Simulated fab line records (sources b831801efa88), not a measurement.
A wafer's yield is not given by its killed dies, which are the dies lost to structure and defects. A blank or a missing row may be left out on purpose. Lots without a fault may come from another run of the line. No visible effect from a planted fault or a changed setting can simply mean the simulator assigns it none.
Struck lot and sound lot, side by side || flow sky130 || 15 out of 708 route steps
Sound: wafers L643.1, L643.3, L643.5. Wafers L652.2, L652.6 were the ones struck. The cause is named last.
Per side, at each step with rows, come the tool, then ch with its chambers, and then its first start. Under that, the readings that differ: sound wafers || struck wafers || difference of the means || sigmas: that difference in standard deviations of wafers without a fault.
alike: a reading whose means differ by less than 2 such deviations, as well as words and numbers matching on both sides. not compared: withheld readings; readings where some wafer has no value; bounds like >300 that might hide an equal value; numbers whose values overlap and for which the record gives no deviation.
Wherever a step has rows on one side only, a row that says differs or no value, or a row with sigmas, the two part there. When numbers do not overlap yet have no deviation, they are printed without sigmas and do not part them. A reading missing from all wafers of one side parts the sides only when that side holds two or more wafers.

SKY_LOCAL_INTERCONNECT_THK_MEAS_02: measures by xrf.
  sound: film metro-03 at day 29 22:06; struck: film metro-02 at day 32 22:10
  alike: LOCAL_INTERCONNECT_TIN_THK
then, 8 steps without rows for these wafers: SKY_LOCAL_INTERCONNECT_DEHYDRATE_03 (time 60 s); SKY_LOCAL_INTERCONNECT_HMDS_04 (prime time 60 s); SKY_LOCAL_INTERCONNECT_COAT_05 (resist thk 60 nm); SKY_LOCAL_INTERCONNECT_COAT_06 (resist thk 450 nm); SKY_LOCAL_INTERCONNECT_SOFTBAKE_07 (time 90 s); SKY_LOCAL_INTERCONNECT_EXPOSE_08 (exposes mask LI1M, target cd 170 nm); SKY_LOCAL_INTERCONNECT_PEB_09; SKY_LOCAL_INTERCONNECT_DEVELOP_10 (develop time 60 s).
SKY_LOCAL_INTERCONNECT_CD_MEAS_11: target cd 170 nm.
  sound: cd sem-02 at day 31 02:06; struck: cd sem-02 at day 34 00:09
  alike: cd nm
SKY_LOCAL_INTERCONNECT_OVL_MEAS_12:
  sound: overlay-01 at day 31 02:13; struck: overlay-01 at day 34 00:16
{"reading": "LOCAL_INTERCONNECT_OVL (nm)", "sound": "8 8 7", "struck": "-8 -10", "difference": -17, "sigmas": -3}
SKY_LOCAL_INTERCONNECT_ETCH_13: etches BARC in N2/H2, stops on SiO2, time 45.9 s, target depth 60 nm.
  sound on rie metal-03 ch 0,1, day 31 02:15; struck on rie metal-03 ch 0, day 34 00:17
  alike: drypump motor current A, oes product au, throttle valve pct
  not compared: rf hours counter h
SKY_LOCAL_INTERCONNECT_METAL_ETCH_14: etches TiN in Cl2/BCl3, stops on PSG, target depth 110 nm, time 31.4 s.
  sound on rie metal-03 ch 0,1, day 31 02:19; struck on rie metal-03 ch 0, day 34 00:21
{"reading": "oes product au (a.u.)", "sound": "0.936 0.930 0.940", "struck": "0.904 0.914", "difference": -0.026, "sigmas": -4}
{"reading": "throttle valve pct (%)", "sound": "21.889 21.912 21.897", "struck": "21.938 21.929", "difference": "+0.034", "sigmas": "+3"}
  alike: drypump motor current A, mfc cl2 sccm
  not compared: rf hours counter h
SKY_LOCAL_INTERCONNECT_STRIP_15: strips in O2/N2.
  sound on plasma asher-01 ch 0,1, day 31 02:22; struck on plasma asher-03 ch 1, day 34 00:24
{"reading": "drypump motor current A (A)", "sound": "6.1 5.9 6.1", "struck": "5.2 5.2", "difference": -0.8, "sigmas": -2}
  alike: o2 flow sccm, oes product au, strip time to endpoint s
  not compared: rf hours counter h
-- a jump in the record: the struck wafers' starts before and after are 14 days apart (it breaks off in module LOCAL_INTERCONNECT and resumes in module PAD_OPEN, where the first step shown is number 708 of the route) --
SKY_PAD_OPEN_PROBE_99:
  sound: prober-02 at day 46 07:30; struck: prober-02 at day 48 12:07
{"reading": "killed_at_M4_up", "sound": "1 1 3", "struck": "4 7", "difference": "+4", "sigmas": "+2"}
  alike: killed_at_M0_to_M3, killed at contacts, killed at front end, killed at other, killed dies, killed open, killed short

== WHERE THEY PART ==
First at SKY_LOCAL_INTERCONNECT_OVL_MEAS_12; last, within this record, at SKY_PAD_OPEN_PROBE_99.

WHY: the cause the simulator had injected
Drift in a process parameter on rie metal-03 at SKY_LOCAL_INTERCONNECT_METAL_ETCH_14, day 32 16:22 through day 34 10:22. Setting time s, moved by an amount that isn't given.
